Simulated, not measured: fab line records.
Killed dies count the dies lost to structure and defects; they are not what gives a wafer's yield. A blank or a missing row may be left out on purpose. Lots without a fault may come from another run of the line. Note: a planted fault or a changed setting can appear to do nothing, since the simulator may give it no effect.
fab line records    flow gf180mcu    part 2 of 2: steps 35 to 46 of 46
record: lots: 5  wafers: 15  lastDay: 34
route steps=602 shown NWELL@49 LVPWELL@54 MVSD@66 MVPSD@78 VT_IMPLANT@90
lots that met no fault: from a run of the same line without faults
startH: hours from the record's opening day to when the first of the lot's shown wafers began    waitH: hours since the lot's step before    " the same as in the row above    L1.1+2: a single row standing in for several wafers    - no value present, or no start provided    * or withheld: withheld    < > ~ a bound
route shown NAME@n: a module of which the file shows steps, and the number in the route of the first    usual: mean/standard deviation of fault-free wafers    same: alike in all rows    chamber/n: place in a boat    sites: each site's reading    _std_site: standard deviation across them    _edge_site: outer sites' mean less inner sites'    radiusMm: for every site, how far away it sits from the centre of the wafer    mask NAME#n: copy n    behind: the tool/chamber that last shaped the wafer    hold: why the lot was held/for how many hours/how that ended    device: the transistor (n, p or np) that didn't switch    end of line: the tests these same wafers got at the end of their route    for a step that has no rows: nothing shown but its recipe    killed: dies that structure and defects cost at the first sort, which is not the same as the wafer's yield    map: the dies of a wafer, with x for killed, . for not killed, _ for no die there
set.NAME: the setting the step ran with; set.NAME@STEP: the setting that earlier step ran with    model.NAME: the simulator's own value behind a step, which no gauge read
lots at some steps of the route; a table a step, a row a wafer
services: the hour from which a tool's chamber was out of use, counted from the record's first day as startH (under 0 if before that day), plus the number of hours and why
== steps ==
step: GF_MVPSD_PEB_05
recipe: tempC: 115  timeS: withheld
lot.wafer   tool           chamber  startH  waitH
L079.2+4+6  lithoTrack-03  0        -       -
L083.2+3+5  lithoTrack-03  0        -       -
L091.1+2+3  lithoTrack-03  0        -       -
L093.1+3+4  lithoTrack-01  0        -       -
L097.1+4+5  lithoTrack-04  0        -       -
step: GF_MVPSD_DEVELOP_06
recipe: wallAngleDeg: 90  developTimeS: 60  devTempC: 23
lot.wafer   tool           chamber  startH  waitH
L079.2+4+6  lithoTrack-03  0        -       -
L083.2+3+5  lithoTrack-03  0        -       -
L091.1+2+3  lithoTrack-03  0        -       -
L093.1+3+4  lithoTrack-01  0        -       -
L097.1+4+5  lithoTrack-04  0        -       -
step: GF_MVPSD_OVL_MEAS_07
usual: MVPSD_OVL: 0.5/1.2
lot.wafer  tool        chamber  startH  waitH  MVPSD_OVL[nm]
L079.2     overlay-01  -        127.55  -      1.8
L079.4     "           -        "       "      0.8
L079.6     "           -        "       "      2.4
L083.2     overlay-01  -        151.15  -      -1.4
L083.3     "           -        "       "      1.4
L083.5     "           -        "       "      1.0
L091.1     overlay-02  -        196.74  -      0.6
L091.2     "           -        "       "      1.3
L091.3     "           -        "       "      0.8
L093.1     overlay-02  -        213.32  -      0.6
L093.3     "           -        "       "      1.8
L093.4     "           -        "       "      0.5
L097.1     overlay-01  -        234.37  -      0.9
L097.4     "           -        "       "      0.1
L097.5     "           -        "       "      -0.7
step: GF_MVPSD_IMPLANT_08
recipe: species: B  energyKev: 170  doseCm2: 1.5e+13  tiltDeg: 0
lot.wafer   tool          chamber  startH  waitH
L079.2+4+6  implanter-01  0        127.61  0.0
L083.2+3+5  implanter-03  0        151.21  0.0
L091.1+2+3  implanter-03  0        196.78  0.0
L093.1+3+4  implanter-02  0        213.36  0.0
L097.1+4+5  implanter-02  0        234.40  0.0
step: GF_MVPSD_IMPLANT_09
recipe: species: B  energyKev: 40  doseCm2: 5e+12  tiltDeg: 0
lot.wafer   tool          chamber  startH  waitH
L079.2+4+6  implanter-01  0        127.76  0.1
L083.2+3+5  implanter-03  0        151.36  0.1
L091.1+2+3  implanter-03  0        196.93  0.1
L093.1+3+4  implanter-02  0        213.51  0.1
L097.1+4+5  implanter-02  0        234.55  0.1
step: GF_MVPSD_STRIP_10
recipe: chemistry: O2/N2  powerW: 1400  pressureMtorr: 1500  platenTempC: 250  o2FlowSccm: 3000  n2FlowSccm: 300  overashFraction: 0.5
usual: drypumpMotorCurrentA: 5.8/0.51  heaterPowerW: 320/52  oesProductAu: 0.722/0.0044  stripTimeToEndpointS: 36.97/0.13
lot.wafer  tool            chamber  startH  waitH  drypumpMotorCurrentA  heaterPowerW  oesProductAu  rfHoursCounterH  stripTimeToEndpointS
L079.2     plasmaAsher-02  0        127.88  0.1    6.3                   314           0.722         1                36.91
L079.4     "               1        "       "      5.5                   299           0.716         -                36.70
L079.6     "               1        "       "      5.5                   297           0.714         -                36.88
L083.2     plasmaAsher-02  0        151.48  0.1    6.2                   308           0.714         4                36.67
L083.3     "               0        "       "      6.3                   307           0.722         -                36.70
L083.5     "               0        "       "      6.2                   311           0.722         -                36.72
L091.1     plasmaAsher-02  1        197.08  0.1    5.5                   294           0.724         8                37.05
L091.2     "               0        "       "      6.3                   307           0.717         8                37.12
L091.3     "               0        "       "      6.2                   326           0.726         -                37.10
L093.1     plasmaAsher-02  1        213.66  0.1    5.5                   305           0.722         9                36.92
L093.3     "               1        "       "      5.5                   300           0.724         -                36.95
L093.4     "               0        "       "      6.3                   306           0.722         -                36.96
L097.1     plasmaAsher-03  1        234.70  0.1    6.5                   332           0.724         62               37.10
L097.4     "               1        "       "      6.5                   343           0.723         -                37.15
L097.5     "               0        "       "      6.0                   458           0.729         -                37.11
step: GF_MVPSD_TW_MEAS_11
usual: MVPSD_TW: 560.2/2.9
lot.wafer  tool          chamber  startH  waitH  MVPSD_TW
L079.2     filmMetro-04  -        127.99  0.1    559.0
L079.4     "             -        "       "      557.4
L079.6     "             -        "       "      559.7
L083.2     filmMetro-02  -        151.59  0.1    558.6
L083.3     "             -        "       "      561.2
L083.5     "             -        "       "      556.2
L091.1     filmMetro-03  -        197.18  0.1    554.7
L091.2     "             -        "       "      557.6
L091.3     "             -        "       "      559.7
L093.1     filmMetro-03  -        213.76  0.1    555.3
L093.3     "             -        "       "      557.2
L093.4     "             -        "       "      556.3
L097.1     filmMetro-03  -        234.80  0.1    561.4
L097.4     "             -        "       "      566.8
L097.5     "             -        "       "      561.7
step: GF_VT_IMPLANT_DEHYDRATE_00
recipe: tempC: 200  timeS: 60
lot.wafer   tool           chamber  startH  waitH
L079.2+4+6  lithoTrack-03  0        135.02  7.0
L083.2+3+5  lithoTrack-02  0        159.06  7.5
L091.1+2+3  lithoTrack-01  0        204.87  7.7
L093.1+3+4  lithoTrack-02  0        221.98  8.2
L097.1+4+5  lithoTrack-03  0        242.94  8.1
step: GF_VT_IMPLANT_HMDS_01
recipe: primeTimeS: 60  primeTempC: 120
usual: primeTempC: 120.02/0.13
lot.wafer  tool           chamber  startH  waitH  primeTempC
L079.2     lithoTrack-03  0        135.17  0.1    120.02
L079.4     "              0        "       "      120.16
L079.6     "              0        "       "      120.05
L083.2     lithoTrack-02  0        159.21  0.1    119.99
L083.3     "              0        "       "      119.98
L083.5     "              0        "       "      119.87
L091.1     lithoTrack-01  0        205.02  0.1    119.94
L091.2     "              0        "       "      120.00
L091.3     "              0        "       "      119.81
L093.1     lithoTrack-02  0        222.13  0.1    119.96
L093.3     "              0        "       "      119.98
L093.4     "              0        "       "      119.94
L097.1     lithoTrack-03  0        243.09  0.1    119.85
L097.4     "              0        "       "      119.95
L097.5     "              0        "       "      120.00
step: GF_VT_IMPLANT_COAT_02
recipe: resist: NOVOLAK  spinRpm: 3000  resistThkNm: 1000
lot.wafer   tool           chamber  startH  waitH
L079.2+4+6  lithoTrack-03  0        135.32  0.1
L083.2+3+5  lithoTrack-02  0        159.36  0.1
L091.1+2+3  lithoTrack-01  0        205.17  0.1
L093.1+3+4  lithoTrack-02  0        222.28  0.1
L097.1+4+5  lithoTrack-03  0        243.24  0.1
step: GF_VT_IMPLANT_SOFTBAKE_03
recipe: tempC: 90  timeS: 60  resist: NOVOLAK
lot.wafer   tool           chamber  startH  waitH
L079.2+4+6  lithoTrack-03  0        135.47  0.1
L083.2+3+5  lithoTrack-02  0        159.51  0.1
L091.1+2+3  lithoTrack-01  0        205.32  0.1
L093.1+3+4  lithoTrack-02  0        222.43  0.1
L097.1+4+5  lithoTrack-03  0        243.39  0.1
step: GF_VT_IMPLANT_EXPOSE_04
recipe: maskId: LVPWELL_LV_AREA  targetCdNm: 600  na: 0.6  sourceShape: conventional  sigmaOuter: 0.6  doseMj: 140
usual: reticleTempC: 23.02/0.11
lot.wafer  tool             chamber  startH  waitH  mask               reticleTempC
L079.2     ilineStepper-01  0        -       -      LVPWELL_LV_AREA#0  23.06
L079.4     "                0        "       "      LVPWELL_LV_AREA#0  22.92
L079.6     "                0        "       "      LVPWELL_LV_AREA#0  23.03
L083.2     ilineStepper-01  0        -       -      LVPWELL_LV_AREA#0  22.96
L083.3     "                0        "       "      LVPWELL_LV_AREA#0  22.98
L083.5     "                0        "       "      LVPWELL_LV_AREA#0  22.97
L091.1     ilineStepper-02  0        -       -      LVPWELL_LV_AREA#0  23.06
L091.2     "                0        "       "      LVPWELL_LV_AREA#0  22.92
L091.3     "                0        "       "      LVPWELL_LV_AREA#0  22.97
L093.1     ilineStepper-02  0        -       -      LVPWELL_LV_AREA#0  23.05
L093.3     "                0        "       "      LVPWELL_LV_AREA#0  23.07
L093.4     "                0        "       "      LVPWELL_LV_AREA#0  22.92
L097.1     ilineStepper-01  0        -       -      LVPWELL_LV_AREA#0  23.04
L097.4     "                0        "       "      LVPWELL_LV_AREA#0  23.28
L097.5     "                0        "       "      LVPWELL_LV_AREA#0  23.05
== services ==
tool             chamber  startH  hours  kind
ilineStepper-01  -        84.73   4.4    pm
plasmaAsher-02   -        108.75  9.0    pm
plasmaAsher-02   0        108.75  9.0    ventCycle
plasmaAsher-02   1        108.75  9.0    ventCycle
implanter-01     -        111.49  1.3    repair
implanter-02     -        114.95  4.1    pm
plasmaAsher-02   0        117.75  -      clean
implanter-03     -        123.46  16.2   repair
plasmaAsher-03   -        126.66  8.8    repair
ilineStepper-02  -        135.83  8.9    pm
plasmaAsher-04   -        145.10  3.4    repair
ilineStepper-02  -        152.91  2.1    pm
ilineStepper-02  -        154.99  -      consumableReplace:lamp
plasmaAsher-02   -        156.70  4.9    repair
implanter-02     -        161.32  2.3    repair
implanter-02     -        161.43  5.5    repair
plasmaAsher-03   -        162.32  0.4    repair
plasmaAsher-02   -        193.31  3.3    repair
implanter-02     -        195.73  6.9    repair
ilineStepper-02  -        215.35  1.7    pm
implanter-02     -        216.83  4.6    repair
implanter-03     -        221.16  3.7    pm
ilineStepper-02  0        228.46  -      calibration
implanter-02     -        230.74  1.9    repair
